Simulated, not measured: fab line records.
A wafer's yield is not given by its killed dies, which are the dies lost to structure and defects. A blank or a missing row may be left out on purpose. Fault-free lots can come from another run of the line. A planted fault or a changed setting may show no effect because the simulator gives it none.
Matching of chambers || flow sky130 || SKY_VIA3_ETCH_14 on rie diel-03 has 4 sister chambers
The step etches BARC in N2/H2, stops on SiO2, time 45.9 s, target depth 60 nm. 8 wafers are shown with their chamber, then 12 later ones without.

## EACH WAFER AND ITS CHAMBER
{"wafer": "L086.1", "chamber": 3, "drypump motor current A (A)": 6.1, "oes product au (a.u.)": 0.858}
{"wafer": "L086.4", "chamber": 2, "drypump motor current A (A)": 5.7, "oes product au (a.u.)": 0.853}
{"wafer": "L089.1", "chamber": 3, "drypump motor current A (A)": 6.1, "oes product au (a.u.)": 0.854}
{"wafer": "L089.2", "chamber": 1, "drypump motor current A (A)": 4.9, "oes product au (a.u.)": 0.849}
{"wafer": "L089.3", "chamber": 2, "drypump motor current A (A)": 5.7, "oes product au (a.u.)": 0.856}
{"wafer": "L089.4", "chamber": 0, "drypump motor current A (A)": 6.6, "oes product au (a.u.)": 0.854}
{"wafer": "L089.5", "chamber": 1, "drypump motor current A (A)": 4.9, "oes product au (a.u.)": 0.849}
{"wafer": "L089.6", "chamber": 0, "drypump motor current A (A)": 6.5, "oes product au (a.u.)": 0.846}

## WAFERS MISSING THEIR CHAMBER
{"wafer": "L094.3", "drypump motor current A (A)": 4.9, "oes product au (a.u.)": 0.855}
{"wafer": "L094.5", "drypump motor current A (A)": 4.9, "oes product au (a.u.)": 0.863}
{"wafer": "L094.6", "drypump motor current A (A)": 6.6, "oes product au (a.u.)": 0.855}
{"wafer": "L093.1", "drypump motor current A (A)": 6.1, "oes product au (a.u.)": 0.861}
{"wafer": "L093.2", "drypump motor current A (A)": 5.7, "oes product au (a.u.)": 0.850}
{"wafer": "L093.3", "drypump motor current A (A)": 6.6, "oes product au (a.u.)": 0.856}
{"wafer": "L093.4", "drypump motor current A (A)": 4.9, "oes product au (a.u.)": 0.858}
{"wafer": "L093.5", "drypump motor current A (A)": 5.7, "oes product au (a.u.)": 0.856}
{"wafer": "L093.6", "drypump motor current A (A)": 6.1, "oes product au (a.u.)": 0.855}
{"wafer": "L097.1", "drypump motor current A (A)": 6.1, "oes product au (a.u.)": 0.862}
{"wafer": "L097.4", "drypump motor current A (A)": 6.6, "oes product au (a.u.)": 0.856}
{"wafer": "L097.5", "drypump motor current A (A)": 5.7, "oes product au (a.u.)": 0.858}

## CHAMBER TAKEN BY EACH
{"wafer": "L094.3", "from the rows above": 1, "in truth": 1}
{"wafer": "L094.5", "from the rows above": 1, "in truth": 1}
{"wafer": "L094.6", "from the rows above": 0, "in truth": 0}
{"wafer": "L093.1", "from the rows above": 3, "in truth": 3}
{"wafer": "L093.2", "from the rows above": 2, "in truth": 2}
{"wafer": "L093.3", "from the rows above": 0, "in truth": 0}
{"wafer": "L093.4", "from the rows above": 1, "in truth": 1}
{"wafer": "L093.5", "from the rows above": 2, "in truth": 2}
{"wafer": "L093.6", "from the rows above": 3, "in truth": 3}
{"wafer": "L097.1", "from the rows above": 3, "in truth": 3}
{"wafer": "L097.4", "from the rows above": 0, "in truth": 0}
{"wafer": "L097.5", "from the rows above": 2, "in truth": 2}
Correctly placed: 12 of 12. Not placeable from these rows: 0. Number placed wrongly: 0.
How it was worked out, from the rows above alone: a wafer's distance from a chamber is the root of the sum, over the readings, of the square of ((its reading less the chamber's mean) divided by the reading's scatter). If the next closest chamber is less than 2 further off than the closest, the wafer can't be placed; otherwise it belongs to the closest. The mean given for a chamber averages the wafers shown for that chamber. The scatter is the square root of a quotient: the sum, over the shown wafers, of each reading's squared deviation from its chamber's mean, divided by wafers minus chambers.
